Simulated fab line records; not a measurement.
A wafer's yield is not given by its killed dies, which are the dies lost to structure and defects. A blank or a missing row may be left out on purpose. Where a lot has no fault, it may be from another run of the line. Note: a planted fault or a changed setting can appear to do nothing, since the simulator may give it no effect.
Which of the tools did it?    flow sky130    11 lots with 33 wafers sampled at 6 steps, on a route of 708 steps

== WHAT EACH GAUGE READ, for each wafer ==
SKY_SPACER_THK_MEAS_01.
lot   measured      on             SPACER_CVD_00_THK (nm)
L855  day 22 19:43  film metro-02  43.7 43.6 43.3
L857  day 23 19:53  film metro-01  43.6 43.3 44.1
L862  day 25 09:28  film metro-04  43.0 43.0 43.3
L865  day 26 12:50  film metro-02  43.5 43.6 43.8
L868  day 27 17:25  film metro-04  42.6 42.3 42.6
L869  day 28 00:07  film metro-04  43.8 43.9 43.6
L870  day 30 01:28  film metro-02  42.3 42.3 42.1
L871  day 30 02:41  film metro-02  42.7 43.0 43.2
L874  day 30 05:14  film metro-04  43.0 43.1 43.2
L875  day 30 09:19  film metro-02  43.1 43.1 42.8
L877  day 30 12:01  film metro-02  43.3 43.3 43.2

SKY_SD_P_CD_MEAS_07 targets a cd of 380 nm.
lot   measured      on         cd nm (nm)
L855  day 25 07:34  cd sem-02  378 376 379
L857  day 26 06:42  cd sem-02  379 379 379
L862  day 27 18:49  cd sem-01  379 381 381
L865  day 28 22:41  cd sem-02  377 378 378
L868  day 30 01:43  cd sem-02  383 384 383
L869  day 30 07:51  cd sem-02  379 377 379
L870  day 32 07:29  cd sem-02  376 376 377
L871  day 32 09:41  cd sem-01  386 385 382
L874  day 32 11:54  cd sem-02  382 382 382
L875  day 32 16:10  cd sem-02  380 375 379
L877  day 32 18:20  cd sem-02  382 384 379

SKY_SD_N_RS_MEAS_16: measurement is done with a four-point probe.
lot   measured      on             SD_N_RS (ohm/sq)
L855  day 27 18:44  film metro-01  68.34 68.54 68.55
L857  day 28 17:15  film metro-03  68.31 68.32 68.39
L862  day 30 03:55  film metro-01  64.93 65.08 64.92
L865  day 31 07:00  film metro-03  64.65 64.70 64.58
L868  day 32 09:22  film metro-04  68.60 68.57 68.65
L869  day 32 15:29  film metro-03  68.41 68.49 68.57
L870  day 34 13:55  film metro-03  68.46 68.47 68.43
L871  day 34 14:35  film metro-04  68.69 68.66 68.71
L874  day 34 18:12  film metro-04  68.84 68.73 68.67
L875  day 34 21:37  film metro-01  68.60 68.58 68.66
L877  day 35 00:25  film metro-01  68.87 68.56 68.62

== EACH LOT AND THE TOOL THAT RAN IT (in order: tool; ch and the chambers of the sampled wafers; start) ==
lot   SKY_SD_N_IMPLANT_09              SKY_SD_N_STRIP_11                     SKY_SD_N_RTA_14
L855  implanter-01 ch 0, day 27 18:04  plasma asher-04 ch 0,1, day 27 18:22  rtp anneal-02 ch 0, day 27 18:34
L857  implanter-03 ch 0, day 28 16:34  plasma asher-02 ch 0,1, day 28 16:52  rtp anneal-02 ch 0, day 28 17:05
L862  implanter-03 ch 0, day 30 03:14  plasma asher-04 ch 0,1, day 30 03:31  rtp anneal-01 ch 0, day 30 03:44
L865  implanter-03 ch 0, day 31 06:19  plasma asher-02 ch 0,1, day 31 06:36  rtp anneal-02 ch 0, day 31 06:48
L868  implanter-04 ch 0, day 32 08:41  plasma asher-02 ch 0,1, day 32 08:58  rtp anneal-01 ch 0, day 32 09:11
L869  implanter-01 ch 0, day 32 14:49  plasma asher-02 ch 0,1, day 32 15:07  rtp anneal-02 ch 0, day 32 15:19
L870  implanter-03 ch 0, day 34 13:14  plasma asher-02 ch 0,1, day 34 13:31  rtp anneal-01 ch 0, day 34 13:44
L871  implanter-01 ch 0, day 34 13:55  plasma asher-04 ch 0,1, day 34 14:11  rtp anneal-02 ch 0, day 34 14:23
L874  implanter-03 ch 0, day 34 17:28  plasma asher-02 ch 0,1, day 34 17:46  rtp anneal-02 ch 0, day 34 18:02
L875  implanter-03 ch 0, day 34 20:56  plasma asher-04 ch 0,1, day 34 21:13  rtp anneal-01 ch 0, day 34 21:26
L877  implanter-03 ch 0, day 34 23:44  plasma asher-04 ch 0,1, day 35 00:01  rtp anneal-02 ch 0, day 35 00:14
- SKY_SD_N_IMPLANT_09
- SKY_SD_N_STRIP_11: strips in O2/N2.
- SKY_SD_N_RTA_14: time 2 s.

== AS READ BY THE TOOLS THEMSELVES (means over the sampled wafers that have a number; for cases with no such wafer, the mark the record gives instead) ==
SKY_SD_N_IMPLANT_09.
lot   tool          beam on s (s)  dose ions cm2
L855  implanter-01  18.8           4e+15
L857  implanter-03  14.4           4e+15
L862  implanter-03  24.4           7e+15
L865  implanter-03  24.5           7e+15
L868  implanter-04  15.2           4e+15
L869  implanter-01  19.0           4e+15
L870  implanter-03  14.8           4e+15
L871  implanter-01  18.9           4e+15
L874  implanter-03  14.6           4e+15
L875  implanter-03  14.5           4e+15
L877  implanter-03  14.7           4e+15

SKY_SD_N_STRIP_11.
lot   tool             chamber pressure mTorr (mTorr)  drypump motor current A (A)  oes product au (a.u.)  strip time to endpoint s (s)
L855  plasma asher-04  1500.0                          5.49                         0.523                  22.55
L857  plasma asher-02  1499.1                          5.77                         0.527                  22.51
L862  plasma asher-04  1499.7                          5.54                         0.517                  23.66
L865  plasma asher-02  1501.0                          5.74                         0.514                  23.66
L868  plasma asher-02  1501.3                          5.64                         0.525                  22.56
L869  plasma asher-02  1501.4                          5.64                         0.523                  22.61
L870  plasma asher-02  1499.8                          5.65                         0.525                  22.48
L871  plasma asher-04  1500.1                          5.47                         0.530                  22.60
L874  plasma asher-02  1499.2                          5.65                         0.525                  22.60
L875  plasma asher-04  1501.1                          5.48                         0.525                  22.54
L877  plasma asher-04  1499.2                          5.48                         0.527                  22.52

SKY_SD_N_RTA_14.
lot   tool           lamp power pct (%)  wafer_temp_C_max
L855  rtp anneal-02  15.77               1078.6
L857  rtp anneal-02  15.73               1077.5
L862  rtp anneal-01  15.66               1077.5
L865  rtp anneal-02  15.76               1077.8
L868  rtp anneal-01  15.76               1078.8
L869  rtp anneal-02  15.75               1080.0
L870  rtp anneal-01  15.73               1077.6
L871  rtp anneal-02  15.75               1078.1
L874  rtp anneal-02  15.73               1078.3
L875  rtp anneal-01  15.73               1078.1
L877  rtp anneal-02  15.77               1078.3

== THE ANSWER, worked out from the rows above alone ==
Rule: what is usual is taken from the lots themselves. The widest of any qualifying gaps counts: lots, ordered by their means at a reading, are off when they make up no more than a third of the lots, leave a main group of 4 or more, and stand apart from it by 3 or more times the standard deviation of that group's means. Not used: any main group whose means are identical at the precision the tables above print for the reading. Also off: a lot with no number at a reading for which 4 or more lots have one. Where the step has rows for the other lots, those lots are counted as sound. After the gauges, taken in route order, come the tools' own readings; for these a lot's mean is taken, as printed above. The first step at which some lot is off is used, and at that step the reading that is off furthest; a lot without a number counts as furthest.
Off: L862, L865, seen at SKY_SD_N_RS_MEAS_16 (SD_N_RS). Main group: mean 68.57 ohm/sq, sd 0.13.
A tool fits if, at a process step before that reading, it ran every lot that is off, and no sound lot after the first of them. The gauges at SKY_SD_N_RS_MEAS_16 aren't tried: what is off there is off at SKY_SD_N_STRIP_11 too, on other tools, and a gauge's error can't cause that. Not one of the candidates tried fits.

== WHAT THE SIMULATOR PUT IN ==
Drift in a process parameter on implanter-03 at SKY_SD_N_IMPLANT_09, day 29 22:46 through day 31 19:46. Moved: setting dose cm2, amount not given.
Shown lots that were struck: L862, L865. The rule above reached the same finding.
